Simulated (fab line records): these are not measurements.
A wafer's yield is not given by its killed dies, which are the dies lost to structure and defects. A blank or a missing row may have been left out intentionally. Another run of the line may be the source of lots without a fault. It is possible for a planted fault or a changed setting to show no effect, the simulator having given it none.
Struck lot and sound lot, side by side :: flow sky130 :: 15 out of 708 route steps
Sound: wafers L127.3, L127.4, L127.5. The struck wafers were L126.2, L126.4, L126.5. At the end, the cause is stated.
Order at every step that has rows: each side's tool, ch and its chambers, its first start. Under that, the readings that differ: sound wafers :: struck wafers :: difference of the means :: sigmas: that difference in standard deviations of wafers without a fault.
alike: a reading whose means differ by less than 2 such deviations, as well as words and numbers matching on both sides. not compared: withheld readings; readings where some wafer has no value; bounds like >300 that might hide an equal value; numbers whose values overlap and for which the record gives no deviation.
The two part at a step that has a row with sigmas, a row that says differs or no value, or rows on one side only. Non-overlapping numbers with no deviation appear without sigmas and do not part them. Lack of a reading on every wafer of one side parts them only where that side has two or more wafers.

SKY_POLY_GATE_THK_MEAS_21:
  sound on filmMetro-01, day 20 07:45; struck on filmMetro-04, day 19 20:32
  alike: POLY_GATE_OXIDATION_THK
SKY_POLY_GATE_CD_MEAS_22:
  sound on cdSem-01, day 20 07:51; struck on cdSem-01, day 19 20:38
reading: cdNm (nm)
sound: 150.7 151.9 151.1
struck: 147.0 146.8 148.1
difference: -3.9
sigmas: -2
then, 7 steps without rows for these wafers: SKY_LDD_N_DEHYDRATE_00 (time 60 s); SKY_LDD_N_HMDS_01 (prime time 60 s); SKY_LDD_N_COAT_02 (resist thk 300 nm); SKY_LDD_N_SOFTBAKE_03 (time 60 s); SKY_LDD_N_EXPOSE_04 (exposes mask NTM, target cd 840 nm); SKY_LDD_N_PEB_05; SKY_LDD_N_DEVELOP_06 (develop time 60 s).
SKY_LDD_N_OVL_MEAS_07:
  sound on overlay-02, day 21 12:41; struck on overlay-01, day 21 02:58
  alike: LDD_N_OVL
then, 2 steps without rows for these wafers: SKY_LDD_N_IMPLANT_08; SKY_LDD_N_IMPLANT_09.
SKY_LDD_N_IMPLANT_10:
  sound on implanter-02 ch 0, day 21 13:04; struck on implanter-03 ch 0, day 21 03:19
reading: doseIonsCm2
sound: 7.501e+13 7.52e+13 7.515e+13
struck: 7.955e+13 7.938e+13 7.946e+13
difference: +4.343e+12
sigmas: +59

reading: faradayCurrentUA
sound: 412 419 410
struck: 455 464 455
difference: +44
sigmas: +5
  alike: endStationPressureTorr
then, 1 step without rows for these wafers: SKY_LDD_N_IMPLANT_11.
SKY_PAD_OPEN_PROBE_99:
  the record holds rows for the sound wafers here (prober-01, day 48 04:15) but none for the struck ones

== WHERE THEY PART ==
Last at SKY_PAD_OPEN_PROBE_99 as far as this record goes, first at SKY_POLY_GATE_CD_MEAS_22.

WHY: what the simulator had put in
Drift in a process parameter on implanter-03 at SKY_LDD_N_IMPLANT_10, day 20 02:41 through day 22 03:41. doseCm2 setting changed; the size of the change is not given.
